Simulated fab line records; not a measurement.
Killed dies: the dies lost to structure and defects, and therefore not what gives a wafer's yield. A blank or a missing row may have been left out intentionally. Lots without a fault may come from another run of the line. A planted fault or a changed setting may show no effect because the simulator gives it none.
Which of the tools did it?	flow gf180mcu	42 wafers from 14 lots sampled at 5 of the route's 602 steps

WHAT EACH GAUGE READ, for each wafer
GF_HV_LDD_CD_MEAS_07: the cd target is 400 nm. Usual: 399.5 nm for cd_nm, sd 1.8.
lot	measured	on	cd_nm (nm)	flag
L464	day 10 02:14	cd_sem-02	397.6 396.2 395.9	
L465	day 10 07:20	cd_sem-01	400.2 400.8 400.2	
L466	day 10 16:23	cd_sem-01	398.0 398.4 399.2	
L468	day 11 03:40	cd_sem-02	401.0 400.4 400.9	
L469	day 11 14:19	cd_sem-01	403.3 399.1 399.8	
L470	day 11 21:26	cd_sem-01	398.9 399.2 399.5	
L477	day 14 00:34	cd_sem-02	374.9 375.6 376.0	OFF
L478	day 14 09:10	cd_sem-01	375.1 373.6 372.1	OFF
L479	day 14 23:14	cd_sem-02	397.8 397.6 398.3	
L480	day 15 07:49	cd_sem-01	400.2 398.5 400.7	
L482	day 15 15:58	cd_sem-02	397.7 398.8 399.4	
L483	day 15 21:25	cd_sem-02	395.9 397.7 398.2	
L486	day 16 23:20	cd_sem-02	397.4 398.9 397.4	
L487	day 17 02:49	cd_sem-02	400.7 398.4 400.1	

GF_M1_OVL_MEAS_15. Usual: for M1_OVL the level is 1 nm and the standard deviation is 6.1.
lot	measured	on	M1_OVL (nm)	flag
L464	day 17 01:56	overlay-02	-2 -5 -6	
L465	day 17 09:13	overlay-02	2 -5 -3	
L466	day 17 19:47	overlay-01	5 5 8	
L468	day 18 11:23	overlay-01	-1 5 4	
L469	day 19 01:35	overlay-01	-3 3 0	
L470	day 19 09:22	overlay-02	10 14 10	
L477	day 22 00:47	overlay-01	-2 -6 -15	
L478	day 22 09:54	overlay-01	0 0 -3	
L479	day 23 00:28	overlay-02	-4 -5 6	
L480	day 23 11:02	overlay-01	2 -10 -2	
L482	day 23 21:38	overlay-02	11 12 11	
L483	day 23 23:13	overlay-01	-2 1 -1	
L486	day 25 02:43	overlay-02	-5 2 -1	
L487	day 25 06:13	overlay-02	-2 4 4	

GF_V1_BOW_MEAS_05. Usual: for V1_BOW the level is 82 um and the standard deviation is 7.4.
lot	measured	on	V1_BOW (um)	flag
L464	day 17 03:13	film_metro-03	80 81 79	
L465	day 17 10:30	film_metro-03	85 83 87	
L466	day 17 21:13	film_metro-03	76 94 74	
L468	day 18 12:41	film_metro-02	89 87 78	
L469	day 19 02:52	film_metro-02	77 91 90	
L470	day 19 10:39	film_metro-03	77 66 81	
L477	day 22 02:03	film_metro-01	71 71 91	
L478	day 22 11:19	film_metro-03	78 79 81	
L479	day 23 01:47	film_metro-02	85 98 90	
L480	day 23 12:19	film_metro-03	94 78 83	
L482	day 23 22:54	film_metro-02	90 92 81	
L483	day 24 00:32	film_metro-03	85 77 93	
L486	day 25 04:02	film_metro-03	67 80 75	
L487	day 25 07:29	film_metro-02	101 80 94	

TOOL THAT RAN EACH LOT (tool first, then ch and the chambers of the sampled wafers, then the start)
lot	GF_HV_LDD_DEVELOP_06	GF_CONTACT_CVD_02
L464	litho_track-02 ch 0, day 10 02:06	pecvd-01 ch 0,2, day 15 04:15
L465	litho_track-04 ch 0, day 10 07:12	pecvd-02 ch 1,2, day 15 10:25
L466	litho_track-03 ch 0, day 10 16:14	pecvd-01 ch 0,1,2, day 15 21:20
L468	litho_track-03 ch 0, day 11 03:31	pecvd-04 ch 1,2, day 16 09:53
L469	litho_track-04 ch 0, day 11 14:10	pecvd-01 ch 0,2, day 17 00:07
L470	litho_track-04 ch 0, day 11 21:18	pecvd-02 ch 0,1, day 17 09:14
L477	litho_track-03 ch 0, day 14 00:25	pecvd-02 ch 0,2, day 19 22:42
L478	litho_track-03 ch 0, day 14 09:01	pecvd-02 ch 0,1, day 20 07:53
L479	litho_track-04 ch 0, day 14 23:06	pecvd-01 ch 0,1,2, day 21 00:31
L480	litho_track-02 ch 0, day 15 07:40	pecvd-02 ch 0,2, day 21 10:19
L482	litho_track-04 ch 0, day 15 15:49	pecvd-04 ch 0,1,2, day 21 20:56
L483	litho_track-02 ch 0, day 15 21:16	pecvd-04 ch 0,2, day 21 23:29
L486	litho_track-04 ch 0, day 16 23:09	pecvd-01 ch 0,1,2, day 23 04:44
L487	litho_track-04 ch 0, day 17 02:40	pecvd-04 ch 1,2, day 23 08:07
- GF_HV_LDD_DEVELOP_06: develop time 60 s.
- GF_CONTACT_CVD_02: deposits SiO2 from TEOS, target thk 860 nm, time 95.992 s.

WHAT THE TOOLS THEMSELVES READ (means of the sampled wafers that have a number; where no wafer has one, the mark that the record gives instead)
GF_CONTACT_CVD_02. Usual: heater_power_w 669 W, standard deviation 120; rf_fwd_power_W 596.4 W, standard deviation 1.7.
lot	tool	heater_power_w (W)	rf_fwd_power_W (W)	flag
L464	pecvd-01	597	597.2	
L465	pecvd-02	729	594.4	
L466	pecvd-01	609	597.7	
L468	pecvd-04	742	597.4	
L469	pecvd-01	561	598.0	
L470	pecvd-02	595	594.6	
L477	pecvd-02	586	595.5	
L478	pecvd-02	733	596.1	
L479	pecvd-01	620	597.8	
L480	pecvd-02	548	594.4	
L482	pecvd-04	809	597.2	
L483	pecvd-04	774	597.2	
L486	pecvd-01	629	596.4	
L487	pecvd-04	797	595.7	

THE ANSWER, worked out from the rows above alone
Rule: a lot counts as off when the mean over its wafers that have a number is more than 3 standard deviations away from the usual mean. Also off: a lot with no number at a reading for which 4 or more lots have one. Where the step has rows for the other lots, those lots are counted as sound. After the gauges, taken in route order, come the tools' own readings; for these a lot's mean is taken, as printed above. The first step at which some lot is off is used, and at that step the reading that is off furthest; a lot without a number counts as furthest.
Off, at GF_HV_LDD_CD_MEAS_07 on cd_nm: L477, L478.
If a tool, at a process step before that reading, ran all the lots that are off and no sound lot after the first of them, it fits. Gauges at GF_HV_LDD_CD_MEAS_07: tried the same way as those tools. One fits: litho_track-03 at GF_HV_LDD_DEVELOP_06. A fault onset in the window from L468 (day 11 03:31, its last sound lot) to L477 (day 14 00:25, its first lot off) fits.

WHAT THE SIMULATOR HAD PUT IN
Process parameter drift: litho_track-03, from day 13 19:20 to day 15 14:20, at GF_HV_LDD_DEVELOP_06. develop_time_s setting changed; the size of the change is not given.
Shown lots that were struck: L477, L478. The same result came from the rule above.
